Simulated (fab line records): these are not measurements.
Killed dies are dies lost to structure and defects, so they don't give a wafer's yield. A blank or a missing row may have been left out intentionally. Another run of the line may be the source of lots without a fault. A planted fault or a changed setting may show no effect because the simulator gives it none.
Comparing a struck lot with a sound one	flow sky130	15 out of 708 route steps
Sound: the wafers L801.3, L801.4, L801.5. Struck: wafers L812.1, L812.2, L812.4. The cause is named last.
For every step that has rows: the tool of each side, followed by ch and its chambers, followed by its first start. Under that, the readings that differ: sound wafers	struck wafers	difference of the means	sigmas: that difference in standard deviations of wafers without a fault.
alike: readings whose means differ by less than 2 such deviations, and words and numbers that are the same on both sides. not compared: withheld readings, readings that some wafer has no value for, bounds like >300 that may hide the same value, and numbers for which the record gives no deviation and whose values overlap.
Wherever a step has rows on one side only, a row that says differs or no value, or a row with sigmas, the two part there. When numbers do not overlap yet have no deviation, they are printed without sigmas and do not part them. Lack of a reading on every wafer of one side parts them only where that side has two or more wafers.

first, 2 steps without rows for these wafers: SKY_METAL3_CLEAN_22 (cleans in O3/DIW); SKY_VIA3_HDPCVD_00 (deposits SiO2, target thk 1635 nm, time 272.5 s).
SKY_VIA3_THK_MEAS_01:
  sound: film metro-01 at day 40 14:13; struck: film metro-01 at day 43 17:32
  alike: VIA3_HDPCVD_THK
SKY_VIA3_CMP_02: polishes SiO2.
  sound on cmp-02 ch 1,2, day 40 14:18; struck on cmp-02 ch 0,1,3, day 43 17:35
  alike: motor current A
SKY_VIA3_BOW_MEAS_03:
  sound: film metro-03 at day 40 14:35; struck: film metro-04 at day 43 17:53
  alike: VIA3_BOW
then, 7 steps without rows for these wafers: SKY_VIA3_DEHYDRATE_04 (time 60 s); SKY_VIA3_HMDS_05 (prime time 60 s); SKY_VIA3_COAT_06 (resist thk 60 nm); SKY_VIA3_COAT_07 (resist thk 450 nm); SKY_VIA3_SOFTBAKE_08 (time 85.78 s); SKY_VIA3_EXPOSE_09 (exposes mask VIM3, target cd 200 nm); SKY_VIA3_PEB_10.
SKY_VIA3_DEVELOP_11: develop time 60 s.
  sound on litho track-04 ch 0, day 41 15:00; struck on litho track-03 ch 0, day 44 16:00
reading	sound	struck	difference	sigmas
developer temp C (C)	20.99 20.98 20.91	20.29 20.30 20.40	-0.63	-6
  alike: chill plate temp C
SKY_VIA3_CD_MEAS_12: target cd 200 nm.
  sound: cd sem-02 at day 41 15:53; struck: cd sem-01 at day 44 16:58
  alike: cd nm
-- the record jumps here: 5 days lie between the struck wafers' starts before and after (it left off in module VIA3 and takes up again in module PAD_OPEN, whose first step shown is number 708 of the route) --
SKY_PAD_OPEN_PROBE_99:
  sound: prober-01 at day 47 15:50; struck: prober-02 at day 50 02:49
reading	sound	struck	difference	sigmas
killed short	50 46 43	32 31 33	-14	-2
  alike: defect limited yield, killed_at_M0_to_M3, killed_at_M4_up, killed at contacts, killed at front end, killed at other, killed dies, killed open, sort_bin_3_pad_short, sort_bin_5_function, sort_bin_6_memory, sort n pass, sort yield pct

WHERE THEY PART
At SKY_VIA3_DEVELOP_11 first; at SKY_PAD_OPEN_PROBE_99 last (within this record only).

WHY: whatever the simulator had introduced
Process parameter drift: litho track-03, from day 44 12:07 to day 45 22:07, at SKY_VIA3_DEVELOP_11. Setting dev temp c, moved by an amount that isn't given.
